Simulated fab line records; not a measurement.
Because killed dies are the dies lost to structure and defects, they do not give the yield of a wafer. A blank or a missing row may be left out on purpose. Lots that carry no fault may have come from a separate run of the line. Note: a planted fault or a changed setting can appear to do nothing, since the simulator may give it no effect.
A lot that was struck, set against a sound lot | flow sky130 | 30 steps out of a route of 708
Sound: these wafers, L858.4, L858.5, L858.6. Wafers L873.1, L873.2, L873.3 were the ones struck. The cause comes at the end.
At each step with rows: each side's tool, then ch and its chambers, then its first start. Under that, the readings that differ: sound wafers | struck wafers | difference of the means | sigmas: that difference in standard deviations of wafers without a fault.
alike: a reading whose means differ by less than 2 such deviations, as well as words and numbers matching on both sides. not compared: withheld readings; readings where some wafer has no value; bounds like >300 that might hide an equal value; numbers whose values overlap and for which the record gives no deviation.
A row with sigmas, a row that says differs or no value, or rows on one side alone: a step with any of these is where the two part. Numbers that have no deviation but don't overlap get no sigmas and don't part them. Lack of a reading on every wafer of one side parts them only where that side has two or more wafers.

first, 5 steps without rows for these wafers: SKY_SONOS_ONO_COAT_08 (resist thk 1140 nm); SKY_SONOS_ONO_SOFTBAKE_09 (time 60 s); SKY_SONOS_ONO_EXPOSE_10 (exposes mask ONOM, target cd 410 nm); SKY_SONOS_ONO_PEB_11; SKY_SONOS_ONO_DEVELOP_12 (develop time 60 s).
SKY_SONOS_ONO_CD_MEAS_13: the cd target is 410 nm.
  sound on cdSem-02, day 15 16:20; struck on cdSem-01, day 20 11:10
  alike: cdNm
SKY_SONOS_ONO_OVL_MEAS_14:
  sound on overlay-01, day 15 16:25; struck on overlay-01, day 20 11:17
  alike: SONOS_ONO_OVL
SKY_SONOS_ONO_ETCH_15: etches the open film in CHF3/O2, target depth 19.52 nm, time 7.8 s.
  sound on rieDiel-01 ch 0,1,3, day 15 16:26; struck on rieDiel-03 ch 0,2,3, day 20 11:20
  alike: O2_flow_sccm, drypumpMotorCurrentA, oesProductAu, throttleValvePct
  not compared: rfHoursCounterH
then, 1 step without rows for these wafers: SKY_SONOS_ONO_WET_ETCH_16 (etches SiO2 in dHF, target depth 14 nm, time 280 s).
SKY_SONOS_ONO_STRIP_17: strips in O2/N2.
  sound on plasmaAsher-03 ch 0,1, day 15 16:34; struck on plasmaAsher-04 ch 0,1, day 20 11:26
  alike: drypumpMotorCurrentA, oesProductAu, stripTimeToEndpointS
  not compared: rfHoursCounterH
then, 2 steps without rows for these wafers: SKY_SONOS_ONO_WET_ETCH_18 (etches Si3N4 in H3PO4, target depth 15 nm, time 172 s); SKY_GATE_OXIDE_CLEAN_00 (cleans in SC1/SC2, time 150 s).
SKY_GATE_OXIDE_OXIDATION_01: stabilise 600 s, purge 300 s, target thk 10.268 nm.
  sound on furnace-01 ch 0, day 15 16:44; struck on furnace-01 ch 0, day 20 11:56
reading                                          | sound             | struck               | difference | sigmas
oxTimeS (s)                                      | 1473 1473 1473    | 1296.2 1296.2 1296.2 | -176.8     | 
model.SiO2_of_GATE_OXIDE_OXIDATION_01.thkNm (nm) | 10.21 10.25 10.24 | 9.174 9.024 9.063    | -1.146     | 
  alike: spikeTcCentreC, tubeCenterTempC, tube_center_temp_C_max, zonePowerLowerPct, zonePowerUpperPct
SKY_GATE_OXIDE_THK_MEAS_02:
  sound on filmMetro-01, day 15 18:11; struck on filmMetro-03, day 20 13:21
reading                          | sound             | struck         | difference | sigmas
GATE_OXIDE_OXIDATION_00_THK (nm) | 10.20 10.25 10.28 | 9.18 9.05 9.07 | -1.14      | -6
then, 7 steps without rows for these wafers: SKY_GATE_OXIDE_DEHYDRATE_03 (time 60 s); SKY_GATE_OXIDE_HMDS_04 (prime time 60 s); SKY_GATE_OXIDE_COAT_05 (resist thk 1140 nm); SKY_GATE_OXIDE_SOFTBAKE_06 (time 60 s); SKY_GATE_OXIDE_EXPOSE_07 (exposes mask LVOM, target cd 600 nm); SKY_GATE_OXIDE_PEB_08; SKY_GATE_OXIDE_DEVELOP_09 (develop time 60 s).
SKY_GATE_OXIDE_OVL_MEAS_10:
  sound on overlay-02, day 16 22:02; struck on overlay-02, day 21 20:02
  alike: GATE_OXIDE_OVL
then, 2 steps without rows for these wafers: SKY_GATE_OXIDE_IMPLANT_11; SKY_GATE_OXIDE_WET_ETCH_12 (etches SiO2 in dHF, target depth 16.8 nm, time 336 s).
SKY_GATE_OXIDE_STRIP_13: strips in O2/N2.
  sound on plasmaAsher-03 ch 0,1, day 16 22:20; struck on plasmaAsher-04 ch 0,1, day 21 20:19
  alike: drypumpMotorCurrentA, oesProductAu, stripTimeToEndpointS
  not compared: rfHoursCounterH
SKY_GATE_OXIDE_TW_MEAS_14:
  sound on filmMetro-01, day 16 22:26; struck on filmMetro-03, day 21 20:25
  alike: GATE_OXIDE_TW
then, 1 step without rows for these wafers: SKY_GATE_OXIDE_CLEAN_15 (cleans in SC1/SC2, time 150 s).
SKY_GATE_OXIDE_OXIDATION_16: stabilise 600 s, purge 300 s, target thk 3.57 nm.
  sound on furnace-02 ch 0, day 17 03:26; struck on furnace-01 ch 0, day 21 20:32
reading                                          | sound             | struck            | difference | sigmas
model.SiO2_of_GATE_OXIDE_OXIDATION_01.thkNm (nm) | 11.55 11.57 11.57 | 10.57 10.44 10.44 | -1.08      | 
  alike: oxTimeS, spikeTcCentreC, tubeCenterTempC, tube_center_temp_C_max, zonePowerLowerPct, zonePowerUpperPct
then, 1 step without rows for these wafers: SKY_POLY_GATE_CVD_00 (deposits poly-Si, target thk 180 nm, time 720 s).
-- a jump in the record: the struck wafers' starts before and after are 29 days apart (it breaks off in module POLY_GATE and resumes in module PAD_OPEN, where the first step shown is number 708 of the route) --
SKY_PAD_OPEN_PROBE_99:
  sound on prober-02, day 48 05:12; struck on prober-01, day 51 04:35
reading                             | sound                         | struck                       | difference | sigmas
model.etest.nfet_16v.rOnOhmUm       | 1.394e+04 1.407e+04 1.408e+04 | 1.385e+04 1.38e+04 1.387e+04 | -1.900e+02 | 
model.etest.pfetG5v0d10v5.rOnOhmUm  | 4730 4832 4757                | 4536 4451 4501               | -277       | 
model.etest.tipSonos.rsOhmSq        | 2604 2610 2619                | 2435 2392 2362               | -215       | 
model.etest.nfetG5v0d10v5.rOnOhmUm  | 1863 1897 1875                | 1794 1762 1773               | -102       | 
model.etest.nfetG5v0d10v5.driveUaUm | 608 605.6 605.2               | 657.6 669.4 667.2            | +58.5      | 
model.etest.nfet_05v0_nvt.driveUaUm | 581.7 576.4 580.9             | 620.7 625.2 629.1            | +45.3      | 
model.etest.pfetG5v0d10v5.driveUaUm | 341.4 340.2 341.1             | 368 374.6 369.7              | +30        | 
model.etest.nfet_16v.driveUaUm      | 225.7 223.7 223.7             | 238.3 243.1 240              | +16.1      | 
  alike: killed_at_M0_to_M3, killed_at_M4_up, killedAtContacts, killedAtFrontEnd, killedAtOther, killedDies, killedOpen, killedShort

WHERE THEY PART
Only at SKY_GATE_OXIDE_THK_MEAS_02, as far as this record shows. Later steps at which nothing parts them and some readings are alike: SKY_GATE_OXIDE_OVL_MEAS_10, SKY_GATE_OXIDE_STRIP_13, SKY_GATE_OXIDE_TW_MEAS_14, SKY_GATE_OXIDE_OXIDATION_16, SKY_PAD_OPEN_PROBE_99.

WHY: what had been put in by the simulator
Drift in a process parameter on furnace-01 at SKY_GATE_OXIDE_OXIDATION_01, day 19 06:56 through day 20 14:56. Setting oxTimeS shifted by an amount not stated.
